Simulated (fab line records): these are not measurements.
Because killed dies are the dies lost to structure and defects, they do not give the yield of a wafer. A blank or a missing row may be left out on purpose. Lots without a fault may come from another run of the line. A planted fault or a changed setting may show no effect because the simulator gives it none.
fab line records    flow sky130
[record] lots = 6  wafers = 18  last_day = 50
route steps=708 shown LDD_LDN@300 SPACER@304 POLY_CUT@307 PAD_OPEN@708
lots untouched by any fault: they come from a run of this same line in which no faults occurred
start_h: the number of hours between the record's first day and the start of the first shown wafer of the lot    wait_h: time in hours since the lot's previous step    " unchanged from the row above    L1.1+2: a single row standing in for several wafers    - value missing, or start not given    * or withheld: withheld    < > ~ a bound
route shown NAME@n: NAME is a module with steps in the file, n the number in the route of the first one    usual: mean and standard deviation over wafers with no fault    same: alike in all rows    chamber/n: place in a boat    sites: each site's reading    _std_site: the standard deviation of these    _edge_site: outer sites' mean less inner sites'    radius_mm: for every site, how far away it sits from the centre of the wafer    mask NAME#n: copy n    behind: the last tool/chamber to shape the wafer    hold: why the lot went on hold/how many hours it stayed there/how the hold came to an end    device: the transistor (n, p or np) that didn't switch    end of line: tests run on the same wafers once the route is complete    a step without rows: its recipe alone    killed: count of dies lost to structure and defects at first sort (not the wafer's yield)    map: per-die view of a wafer (x killed, . not killed, _ where there is no die)
set.NAME: the setting as run; set.NAME@STEP: as run at that earlier step    model.NAME: the simulator's own value behind a step, which no gauge read
lots seen at some steps along the route; tables by step, rows by wafer
services: when a tool's chamber went out of use (start_h, in hours from the record's first day, below 0 if earlier), for how many hours, and the reason
[[steps]]
[step SKY_LDD_LDN_IMPLANT_11]
[recipe] species = As  energy_kev = 15  dose_cm2 = 1.25e+13  tilt_deg = withheld  rotation_deg = 293
[step SKY_LDD_LDN_STRIP_12]
[recipe] chemistry = O2/N2  power_w = 1400  pressure_mtorr = 1500  platen_temp_c = withheld  o2_flow_sccm = 3000  n2_flow_sccm = 300  overash_fraction = 0.5
[usual] drypump_motor_current_A = 5.9/0.36  oes_product_au = 0.715/0.0046  strip_time_to_endpoint_s = 14.18/0.055
lot.wafer  tool             chamber  start_h  wait_h  drypump_motor_current_A  oes_product_au  rf_hours_counter_h  strip_time_to_endpoint_s
L610.2     plasma_asher-04  0        510.45   0.1     6.0                      0.714           79                  14.27
L610.3     "                0        "        "       6.0                      0.712           -                   14.25
L610.6     "                0        "        "       6.0                      0.713           -                   14.21
L612.1     plasma_asher-02  1        531.16   0.1     5.7                      0.719           73                  14.15
L612.3     "                1        "        "       5.6                      0.712           -                   14.14
L612.5     "                0        "        "       6.4                      0.707           -                   14.16
L623.2     plasma_asher-04  1        630.85   0.2     5.8                      0.708           91                  14.21
L623.3     "                1        "        "       5.8                      0.715           -                   14.20
L623.5     "                1        "        "       5.8                      0.719           -                   14.21
L624.1     plasma_asher-01  0        644.12   0.1     5.0                      0.728           53                  14.18
L624.2     "                1        "        "       5.8                      0.722           53                  14.15
L624.3     "                1        "        "       5.8                      0.715           -                   14.20
L626.3     plasma_asher-02  0        654.53   0.1     6.4                      0.722           -                   14.15
L626.4     "                1        "        "       5.7                      0.710           -                   14.16
L626.6     "                0        "        "       6.4                      0.717           -                   14.19
L629.1     plasma_asher-02  0        722.50   0.1     6.3                      0.714           91                  14.15
L629.3     "                0        "        "       6.3                      0.706           -                   14.12
L629.5     "                1        "        "       5.6                      0.717           -                   14.09
[step SKY_LDD_LDN_TW_MEAS_13]
[usual] LDD_LDN_TW = 1476/14
lot.wafer  tool           chamber  start_h  wait_h  LDD_LDN_TW
L610.2     film_metro-03  -        510.56   0.1     1469
L610.3     "              -        "        "       1469
L610.6     "              -        "        "       1467
L612.1     film_metro-03  -        531.26   0.1     1477
L612.3     "              -        "        "       1470
L612.5     "              -        "        "       1481
L623.2     film_metro-03  -        630.96   0.1     1453
L623.3     "              -        "        "       1465
L623.5     "              -        "        "       1463
L624.1     film_metro-02  -        644.22   0.1     1481
L624.2     "              -        "        "       1488
L624.3     "              -        "        "       1484
L626.3     film_metro-04  -        654.62   0.1     1493
L626.4     "              -        "        "       1489
L626.6     "              -        "        "       1494
L629.1     film_metro-03  -        722.60   0.1     1453
L629.3     "              -        "        "       1454
L629.5     "              -        "        "       1453
[step SKY_LDD_LDN_CLEAN_14]
[recipe] chemistry = SC1/SC2  mix = 1:4:20  temp_c = 70  time_s = 150  dry = n2_spin
[step SKY_SPACER_CVD_00]
[recipe] material = Si3N4  precursor = DCS/NH3  target_thk_nm = 43.1  temp_c = 770  time_s = 740  pressure_mtorr = 250
[step SKY_SPACER_THK_MEAS_01]
[recipe] reads = Si3N4_of_SPACER_CVD_00
[usual] SPACER_CVD_00_THK = 42.9/0.35
lot.wafer  tool           chamber  start_h  wait_h  SPACER_CVD_00_THK[nm]
L610.2     film_metro-01  -        514.16   0.0     43.5
L610.3     "              -        "        "       43.2
L610.6     "              -        "        "       43.4
L612.1     film_metro-03  -        533.52   0.0     43.1
L612.3     "              -        "        "       43.3
L612.5     "              -        "        "       43.0
L623.2     film_metro-03  -        632.88   0.0     43.1
L623.3     "              -        "        "       43.0
L623.5     "              -        "        "       43.3
L624.1     film_metro-03  -        646.55   0.0     42.6
L624.2     "              -        "        "       42.7
L624.3     "              -        "        "       42.8
L626.3     film_metro-04  -        656.34   0.0     42.6
L626.4     "              -        "        "       43.0
L626.6     "              -        "        "       43.0
L629.1     film_metro-03  -        725.24   0.0     42.7
L629.3     "              -        "        "       42.6
L629.5     "              -        "        "       43.0
[step SKY_SPACER_ETCHBACK_02]
[recipe] chemistry = CH3F/O2  target = Si3N4  stop_on = SiO2  source_w = 400  bias_w = 80  pressure_mtorr = 25  ch3f_flow_sccm = 40  O2_flow_sccm = 30  time_s = 46.7  target_depth_a = 450
[usual] O2_flow_sccm = 30.00/0.09  drypump_motor_current_A = 5.5/0.41  oes_product_au = 0.853/0.006  rf_fwd_power_W = 396.0/2.1  throttle_valve_pct = 10.561/0.0094
lot.wafer  tool         chamber  start_h  wait_h  O2_flow_sccm  drypump_motor_current_A  oes_product_au  rf_fwd_power_W  rf_hours_counter_h  throttle_valve_pct
L610.2     rie_diel-01  2        514.21   0.0     30.16         6.2                      0.859           396.4           35                  10.568
L610.3     "            3        "        "       30.09         5.7                      0.849           398.5           77                  10.558
L610.6     "            3        "        "       29.90         5.6                      0.858           396.4           -                   10.569
L612.1     rie_diel-01  0        533.58   0.1     30.03         4.9                      0.853           396.9           43                  10.557
L612.3     "            2        "        "       29.90         6.2                      0.853           397.8           35                  10.564
L612.5     "            1        "        "       30.18         6.0                      0.851           394.2           -                   10.575
L623.2     rie_diel-02  2        632.93   0.0     29.93         5.3                      0.855           398.0           9                   10.548
L623.3     "            1        "        "       30.13         5.5                      0.854           397.0           55                  10.565
L623.5     "            3        "        "       30.00         5.9                      0.860           397.1           -                   10.548
L624.1     rie_diel-04  3        646.61   0.1     30.03         5.2                      0.851           396.5           5                   10.544
L624.2     "            0        "        "       30.00         5.6                      0.858           391.4           55                  10.570
L624.3     "            1        "        "       29.93         4.8                      0.851           390.7           6                   10.563
L626.3     rie_diel-01  2        656.38   0.0     29.90         6.2                      0.840           397.7           38                  10.554
L626.4     "            0        "        "       30.10         4.9                      0.852           395.8           46                  10.571
L626.6     "            3        "        "       30.06         5.6                      0.858           395.2           -                   10.569
L629.1     rie_diel-04  2        725.30   0.1     29.94         5.7                      0.857           398.9           2                   10.564
L629.3     "            1        "        "       29.97         4.9                      0.842           393.0           8                   10.575
L629.5     "            3        "        "       30.08         5.2                      0.853           396.9           -                   10.571
[step SKY_POLY_CUT_DEHYDRATE_00]
[recipe] temp_c = 200  time_s = 60
[step SKY_POLY_CUT_HMDS_01]
[recipe] prime_time_s = 60  prime_temp_c = 120
[step SKY_POLY_CUT_COAT_02]
[recipe] resist = BARC  temp_c = withheld  time_s = withheld  spin_rpm = 3000  resist_thk_nm = 60
[step SKY_POLY_CUT_COAT_03]
[recipe] resist = KrF-thick  spin_rpm = 3000  resist_thk_nm = 450
[step SKY_POLY_CUT_SOFTBAKE_04]
[recipe] temp_c = 100  time_s = 90  resist = KrF-thick
[step SKY_POLY_CUT_EXPOSE_05]
[recipe] mask_id = NPCM  na = 0.8  source_shape = annular  sigma_inner = 0.55  sigma_outer = 0.85  target_cd_nm = 270  dose_mj = 32
lot.wafer   tool            chamber  start_h  wait_h  mask
L610.2+3+6  krf_scanner-01  0        529.90   -       NPCM#0
L612.1+3+5  krf_scanner-02  0        547.93   -       NPCM#0
L623.2+3+5  krf_scanner-02  0        647.35   -       NPCM#0
L624.1+2+3  krf_scanner-02  0        660.99   -       NPCM#0
L626.3+4+6  krf_scanner-01  0        670.92   -       NPCM#0
L629.1+3+5  krf_scanner-02  0        738.79   -       NPCM#0
[step SKY_POLY_CUT_PEB_06]
[recipe] peb_temp_c = withheld  peb_time_s = withheld  resist = KrF-thick
[step SKY_POLY_CUT_DEVELOP_07]
[recipe] develop_time_s = 60  resist = KrF-thick  dev_temp_c = 21
[step SKY_POLY_CUT_CD_MEAS_08]
[recipe] target_cd_nm = 270
[usual] cd_nm = 269.8/1.5
lot.wafer  tool       chamber  start_h  wait_h  cd_nm
L610.2     cd_sem-01  -        544.16   -       268.9
L610.3     "          -        "        "       268.2
L610.6     "          -        "        "       267.0
L612.1     cd_sem-02  -        563.13   -       268.5
L612.3     "          -        "        "       268.0
L612.5     "          -        "        "       268.5
L623.2     cd_sem-01  -        661.58   -       -
L623.3     "          -        "        "       -
L623.5     "          -        "        "       -
L624.1     cd_sem-01  -        675.31   -       -
L624.2     "          -        "        "       -
L624.3     "          -        "        "       -
L626.3     cd_sem-01  -        684.27   -       268.5
L626.4     "          -        "        "       270.4
L626.6     "          -        "        "       269.4
L629.1     cd_sem-02  -        752.31   -       269.2
L629.3     "          -        "        "       269.6
L629.5     "          -        "        "       268.0
[step SKY_POLY_CUT_OVL_MEAS_09]
[usual] POLY_CUT_OVL = -2/5.2
lot.wafer  tool        chamber  start_h  wait_h  POLY_CUT_OVL[nm]
L610.2     overlay-02  -        544.26   0.1     0
L610.3     "           -        "        "       -2
L610.6     "           -        "        "       4
L612.1     overlay-01  -        563.25   0.1     -10
L612.3     "           -        "        "       -5
L612.5     "           -        "        "       3
L623.2     overlay-02  -        661.69   0.1     2
L623.3     "           -        "        "       -9
L623.5     "           -        "        "       -4
L624.1     overlay-01  -        675.43   0.1     2
L624.2     "           -        "        "       -10
L624.3     "           -        "        "       8
L626.3     overlay-01  -        684.36   0.1     -7
L626.4     "           -        "        "       -4
L626.6     "           -        "        "       0
L629.1     overlay-01  -        752.43   0.1     -4
L629.3     "           -        "        "       -8
L629.5     "           -        "        "       -10
[step SKY_POLY_CUT_ETCH_10]
[recipe] chemistry = N2/H2  target = BARC  ion_energy_ev = 200  source_w = 500  bias_w = 100  pressure_mtorr = 30  n2_flow_sccm = 100  h2_flow_sccm = 200  stop_on = SiO2  time_s = 45.9  target_depth_a = 600
[usual] drypump_motor_current_A = 5.6/0.48  oes_product_au = 0.855/0.0052  rf_fwd_power_W = 494.6/2.3  throttle_valve_pct = 13.225/0.0085
lot.wafer  tool         chamber  start_h  wait_h  drypump_motor_current_A  oes_product_au  rf_fwd_power_W  rf_hours_counter_h  throttle_valve_pct  model.POLY_CUT.cd_nm
L610.2     rie_diel-04  1        544.29   0.0     4.9                      0.854           493.2           5                   13.229              269.8
L610.3     "            3        "        "       5.2                      0.853           496.8           3                   13.218              268.4
L610.6     "            2        "        "       5.7                      0.849           496.9           -                   13.222              267.6
L612.1     rie_diel-01  2        563.28   0.0     6.2                      0.852           496.7           35                  13.218              268.6
L612.3     "            1        "        "       6.0                      0.858           495.3           42                  13.229              267.8
L612.5     "            2        "        "       6.2                      0.851           495.5           -                   13.244              269.6
L623.2     rie_diel-01  2        661.72   0.0     6.2                      0.851           496.5           38                  13.232              268.9
L623.3     "            0        "        "       4.9                      0.859           495.5           46                  13.232              266.7
L623.5     "            0        "        "       4.9                      0.855           492.5           -                   13.238              267.9
L624.1     rie_diel-01  2        675.47   0.0     6.3                      0.850           496.6           38                  13.252              258
L624.2     "            1        "        "       6.0                      0.853           495.3           45                  13.228              244.3
L624.3     "            3        "        "       5.7                      0.864           497.4           1                   13.229              268.4
L626.3     rie_diel-01  1        684.38   0.0     6.0                      0.863           493.4           45                  13.240              267.8
L626.4     "            0        "        "       4.9                      0.858           497.5           46                  13.234              269.9
L626.6     "            2        "        "       6.2                      0.853           497.4           -                   13.241              270
L629.1     rie_diel-04  0        752.47   0.0     5.6                      0.856           491.3           1                   13.222              269.2
L629.3     "            1        "        "       4.9                      0.854           491.9           9                   13.237              270.1
L629.5     "            1        "        "       4.9                      0.858           490.9           -                   13.231              268.9
[step SKY_POLY_CUT_ETCH_11]
[recipe] target = Si3N4  chemistry = CF4/CH2F2/Ar  stop_on = poly-Si  source_w = 600  bias_w = 150  pressure_mtorr = 40  cf4_flow_sccm = 40  ch2f2_flow_sccm = 20  Ar_flow_sccm = 150  time_s = 42.5  target_depth_a = 600
[usual] cf4_flow_sccm = 39.99/0.12  drypump_motor_current_A = 5.6/0.48  oes_product_au = 0.829/0.0064  rf_fwd_power_W = 593.3/2.7  throttle_valve_pct = 14.994/0.0091
lot.wafer  tool         chamber  start_h  wait_h  cf4_flow_sccm  drypump_motor_current_A  oes_product_au  rf_fwd_power_W  rf_hours_counter_h  throttle_valve_pct  model.POLY_CUT.cd_nm
L610.2     rie_diel-04  1        544.34   0.0     40.20          4.9                      0.826           589.8           5                   14.995              269.8
L610.3     "            3        "        "       40.15          5.2                      0.835           594.1           3                   14.989              268.5
L610.6     "            2        "        "       39.98          5.7                      0.825           596.9           -                   14.986              267.7
L612.1     rie_diel-01  2        563.32   0.0     39.82          6.2                      0.835           590.2           35                  15.008              268.6
L612.3     "            1        "        "       39.87          6.0                      0.841           593.1           42                  15.013              267.8
L612.5     "            2        "        "       39.80          6.2                      0.835           594.7           -                   14.998              269.4
L623.2     rie_diel-01  2        661.76   0.0     39.96          6.3                      0.823           596.6           38                  15.006              268.7
L623.3     "            0        "        "       40.08          4.9                      0.837           592.2           46                  14.990              266.6
L623.5     "            0        "        "       40.06          4.9                      0.822           594.3           -                   14.992              267.7
L624.1     rie_diel-01  2        675.51   0.0     39.92          6.3                      0.831           593.5           38                  14.997              257.8
L624.2     "            1        "        "       40.05          6.0                      0.832           592.8           45                  14.990              244.3
L624.3     "            3        "        "       39.97          5.7                      0.826           595.9           1                   14.993              268.4
L626.3     rie_diel-01  1        684.42   0.0     40.04          6.0                      0.829           592.8           45                  14.988              267.8
L626.4     "            0        "        "       39.89          5.0                      0.826           593.3           46                  14.995              269.7
L626.6     "            2        "        "       39.92          6.2                      0.830           596.4           -                   15.015              269.8
L629.1     rie_diel-04  0        752.51   0.0     39.96          5.6                      0.836           589.5           1                   14.992              269.2
L629.3     "            1        "        "       39.80          4.9                      0.832           589.7           9                   14.988              270.2
L629.5     "            1        "        "       39.94          4.9                      0.841           588.2           -                   14.994              269
[step SKY_POLY_CUT_STRIP_12]
[recipe] chemistry = O2/N2  power_w = 1400  pressure_mtorr = 1500  platen_temp_c = withheld  o2_flow_sccm = 3000  n2_flow_sccm = 300  overash_fraction = 0.5
[usual] drypump_motor_current_A = 5.7/0.39  oes_product_au = 0.452/0.0045  strip_time_to_endpoint_s = 5.357/0.02
lot.wafer  tool             chamber  start_h  wait_h  drypump_motor_current_A  oes_product_au  rf_hours_counter_h  strip_time_to_endpoint_s
L610.2     plasma_asher-02  1        544.38   0.0     5.7                      0.445           74                  5.330
L610.3     "                0        "        "       6.4                      0.453           -                   5.368
L610.6     "                0        "        "       6.4                      0.453           -                   5.327
L612.1     plasma_asher-03  0        563.36   0.0     5.0                      0.458           13                  5.333
L612.3     "                1        "        "       5.7                      0.457           -                   5.368
L612.5     "                0        "        "       5.1                      0.448           -                   5.346
L623.2     plasma_asher-04  1        661.80   0.0     5.8                      0.441           95                  5.319
L623.3     "                1        "        "       5.8                      0.449           -                   5.341
L623.5     "                1        "        "       5.7                      0.448           -                   5.325
L624.1     plasma_asher-03  1        675.55   0.0     5.8                      0.458           23                  5.369
L624.2     "                0        "        "       5.1                      0.453           23                  5.367
L624.3     "                0        "        "       5.1                      0.452           -                   5.354
L626.3     plasma_asher-04  0        684.50   0.1     6.0                      0.449           -                   5.359
L626.4     "                1        "        "       5.8                      0.456           -                   5.354
L626.6     "                0        "        "       6.0                      0.449           -                   5.374
L629.1     plasma_asher-03  0        752.55   0.0     5.1                      0.459           32                  5.358
L629.3     "                1        "        "       5.7                      0.452           -                   5.346
L629.5     "                0        "        "       5.1                      0.440           -                   5.366
[step SKY_PAD_OPEN_PROBE_99]
[usual] killed_at_M0_to_M3 = 43/7.3  killed_at_M4_up = 3.0/2  killed_at_contacts = 24/5.2  killed_at_front_end = 15/4.4  killed_at_other = 0.2/0.48  killed_dies = 86/9.1  killed_open = 47/7.3  killed_short = 38/6.4
[same] gross_dies = 492  killed_at_back_side = 0
lot.wafer  tool       chamber  start_h  wait_h  killed_at_M0_to_M3  killed_at_M4_up  killed_at_contacts  killed_at_front_end  killed_at_other  killed_dies  killed_open  killed_short
L610.2     prober-02  -        1066.16  0.1     41                  1                22                  13                   0                77           39           38
L610.3     prober-02  -        1066.21  0.2     51                  1                22                  16                   0                90           46           42
L610.6     prober-02  -        1066.36  0.2     40                  2                30                  15                   0                87           57           30
L624.1     prober-02  -        1154.81  0.1     38                  3                27                  18                   0                86           43           42
L624.2     prober-02  -        1154.86  0.1     44                  4                30                  15                   0                93           44           46
L624.3     prober-02  -        1154.91  0.2     41                  0                25                  10                   0                76           43           33
// killed by level:class
L610.2 VIA1:geometric_particle:open=13 LI_CONTACT:geometric_particle:open=8 METAL1:geometric_particle:short=8 FIELD_ISO:geometric_particle:short=6 VIA1:geometric_particle:short=6 CONTACT:geometric_particle:short=5 CONTACT:geometric_particle:open=5 POLY_GATE:geometric_particle:short=4
L610.3 VIA2:geometric_particle:open=11 VIA3:geometric_particle:open=9 CONTACT:geometric_particle:open=8 LI_CONTACT:geometric_particle:short=6 VIA1:geometric_particle:open=6 METAL1:geometric_particle:short=5 METAL2:geometric_particle:short=5 VIA3:geometric_particle:short=5
L610.6 VIA1:geometric_particle:open=13 LI_CONTACT:geometric_particle:open=9 VIA2:geometric_particle:open=9 CONTACT:geometric_particle:open=8 VIA3:geometric_particle:open=6 LOCAL_INTERCONNECT:geometric_particle:short=5 POLY_GATE:geometric_particle:open=4 CONTACT:geometric_particle:short=4
L624.1 CONTACT:geometric_particle:open=11 VIA1:geometric_particle:open=11 LI_CONTACT:geometric_particle:open=7 METAL2:geometric_particle:short=6 VIA3:geometric_particle:open=6 FIELD_ISO:geometric_particle:short=5 FIELD_ISO:geometric_particle:open=5 POLY_GATE:geometric_particle:short=4
L624.2 VIA1:geometric_particle:open=13 CONTACT:geometric_particle:open=12 VIA1:geometric_particle:short=7 METAL2:geometric_particle:short=7 LOCAL_INTERCONNECT:geometric_particle:short=6 LI_CONTACT:geometric_particle:short=5 POLY_GATE:geometric_particle:short=4 LI_CONTACT:geometric_particle:open=4
L624.3 CONTACT:geometric_particle:open=9 VIA1:geometric_particle:open=8 LI_CONTACT:geometric_particle:open=7 VIA2:geometric_particle:open=7 VIA1:geometric_particle:short=6 CONTACT:geometric_particle:short=5 VIA3:geometric_particle:open=5 METAL1:geometric_particle:short=4
[[services]]
tool             chamber  start_h  hours  kind
krf_scanner-01   -        491.27   0.8    pm
krf_scanner-01   -        507.64   1.3    pm
rie_diel-01      3        508.82   3.4    repair
krf_scanner-02   -        512.69   0.8    pm
rie_diel-01      0        513.85   5.6    repair
krf_scanner-01   -        513.99   6.0    repair
plasma_asher-02  -        524.82   5.3    repair
krf_scanner-01   -        532.06   18.7   repair
krf_scanner-01   -        532.49   1.0    repair
plasma_asher-03  -        558.52   2.5    repair
plasma_asher-04  -        576.53   2.8    repair
krf_scanner-01   -        609.90   1.0    pm
krf_scanner-02   -        616.71   3.6    pm
krf_scanner-02   -        623.72   1.0    pm
krf_scanner-02   -        630.46   2.7    repair
rie_diel-04      -        631.61   10.0   pm
plasma_asher-03  -        640.19   10.2   repair
krf_scanner-02   -        650.19   1.3    pm
krf_scanner-01   -        659.89   2.5    repair
rie_diel-04      -        669.67   2.8    pm
plasma_asher-02  -        671.01   5.6    repair
krf_scanner-02   -        681.49   0.8    pm
plasma_asher-04  -        733.75   9.0    pm
plasma_asher-04  -        747.99   0.4    repair
[[key]]
[first_sign] step = SKY_POLY_CUT_CD_MEAS_08  reading = cd_nm  direction = missing
effect none on later readings
[model_effect] step = SKY_POLY_CUT_ETCH_10  value = POLY_CUT.cd_nm  without = 267.6  struck = 262.4
[model_effect] step = SKY_POLY_CUT_ETCH_11  value = POLY_CUT.cd_nm  without = 267.5  struck = 262.3
met_at SKY_POLY_CUT_EXPOSE_05
struck_wafers L623.2,L623.3,L623.5,L624.1,L624.2,L624.3
tester_left_out L623,L624
onset_between 547.93 647.35
[fault] kind = process_parameter_drift  tool = krf_scanner-02  chamber = -  onset_h = 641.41  steps = SKY_POLY_CUT_EXPOSE_05  channel = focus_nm  offset = 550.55  spread_by_wafer = 0.3  shape = step  end_h = 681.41
// tester_left_out: of these lots the tester's yield and bins aren't shown, on N5 and GAA mostly nor the transistor test; their killed dies are dies lost to structure and defects alone, not to doping, threshold or leakage, so they don't give the yield
